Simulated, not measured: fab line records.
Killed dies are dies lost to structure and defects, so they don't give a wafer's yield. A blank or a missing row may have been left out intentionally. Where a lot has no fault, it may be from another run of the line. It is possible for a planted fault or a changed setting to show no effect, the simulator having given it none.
Split-lot trial    flow sfq-line    route with 325 steps; 5 lots, 23 wafers read

ABOUT THE SPLIT
At SFQ_TRILAYER_I0_VIA_LITHO_COAT_036 (resist thk 62 nm), the setting resist-thk-nm was moved away from the recipe's 62 nm on 8 of the 23 wafers read, by +4.0% to +4.8%. For the rest of the wafers, this setting stayed at what the recipe calls for.

Reading taken at the split's own step.

THE READING
BARC_of_TRILAYER_I0_VIA_LITHO_COAT_036.thk-nm (the simulator's own value, which no gauge read), in nm, at SFQ_TRILAYER_I0_VIA_LITHO_COAT_036 (resist thk 62 nm). No usual value for it is given in the file. Across the 15 wafers here that went through the recipe, the average is 62.13 nm and the standard deviation 0.18 nm.

wafer   tool, chamber at the split  resist-thk-nm as run, nm  against the recipe  BARC_of_TRILAYER_I0_VIA_LITHO_COAT_036.thk-nm, nm  against lot-mates on the recipe
L078.1  litho-track-03, 0           62                        recipe              62.03                                              -
L078.4  litho-track-03, 0           62                        recipe              62.03                                              -
L078.5  litho-track-03, 0           62                        recipe              62.03                                              -
L078.3  litho-track-03, 0           62                        recipe              61.98                                              -
L078.6  litho-track-03, 0           62                        recipe              62.16                                              -
L079.3  litho-track-03, 0           62                        recipe              62.13                                              -
L079.4  litho-track-03, 0           62                        recipe              62.1                                               -
L079.5  litho-track-03, 0           62                        recipe              62.33                                              -
L081.1  litho-track-04, 0           64.95                     +4.8%               64.96                                              +3.14
L081.3  litho-track-04, 0           64.95                     +4.8%               64.94                                              +3.12
L081.4  litho-track-04, 0           62                        recipe              61.95                                              -
L081.5  litho-track-04, 0           62                        recipe              61.69                                              -
L081.6  litho-track-04, 0           64.95                     +4.8%               64.93                                              +3.11
L083.1  litho-track-04, 0           64.47                     +4.0%               64.47                                              +2.20
L083.2  litho-track-04, 0           62                        recipe              62.29                                              -
L083.3  litho-track-04, 0           62                        recipe              62.24                                              -
L083.5  litho-track-04, 0           64.47                     +4.0%               64.68                                              +2.42
L083.6  litho-track-04, 0           64.47                     +4.0%               64.66                                              +2.39
L085.1  litho-track-01, 0           62                        recipe              62.16                                              -
L085.3  litho-track-01, 0           62                        recipe              62.46                                              -
L085.4  litho-track-01, 0           62                        recipe              62.3                                               -
L085.5  litho-track-01, 0           64.97                     +4.8%               65.29                                              +2.98
L085.6  litho-track-01, 0           64.97                     +4.8%               65.31                                              +3.00

THE FIT
A straight line over all 23 wafers: BARC_of_TRILAYER_I0_VIA_LITHO_COAT_036.thk-nm changes by +0.621 nm for each +1% of resist-thk-nm; r = +0.99; the points scatter about the line by 0.18 nm.
The same after taking each lot's own level away (the mean of its wafers on the recipe; 23 wafers): +0.628 nm for each +1%; r = +1.00; scatter 0.12 nm.
That fit puts the effect of the largest move of resist-thk-nm on the reading at 3 nm.
The lots' own levels span 61.820 to 62.307 nm, that is 2.7 times the standard deviation above.
The two slopes agree, so the slope changes little with the lot-to-lot level.
Check: for one of the wafers moved furthest among these (+4.8%), held out of the fit, the line's prediction against its lot-mates is +3.01 nm. Against them it came out at +2.98 nm.

FURTHER SPLITS ON THESE WAFERS
Other splits were also applied to these wafers ahead of the reading. Each is held against what the fit with the lots' levels taken away leaves over:
other split on the same wafers                     wafers away from the commonest value  r with BARC_of_TRILAYER_I0_VIA_LITHO_COAT_036.thk-nm (lot level and that fit taken away)
SFQ_TRILAYER_INCOMING_OXIDATION_002 temp-c         18                                    -0.38
SFQ_TRILAYER_L0_DEP_SPUTTER_003 power-w            8                                     +0.09
SFQ_TRILAYER_L0_ETCH_METAL_ETCH_008 icp-w          11                                    +0.17
SFQ_TRILAYER_L0_VIA_LITHO_COAT_013 resist-thk-nm   6                                     +0.04
SFQ_TRILAYER_L0_VIA_BARC_OPEN_VIA_ETCH_021 bias-w  7                                     +0.05
SFQ_TRILAYER_M0_DEP_SPUTTER_019 time-s             6                                     +0.09
SFQ_TRILAYER_M0_LITHO_COAT_021 resist-thk-nm       10                                    +0.16

FILE'S OWN FIT
BARC_of_TRILAYER_I0_VIA_LITHO_COAT_036.thk-nm changes by +0.626 nm for each +1% of resist-thk-nm, r = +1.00.
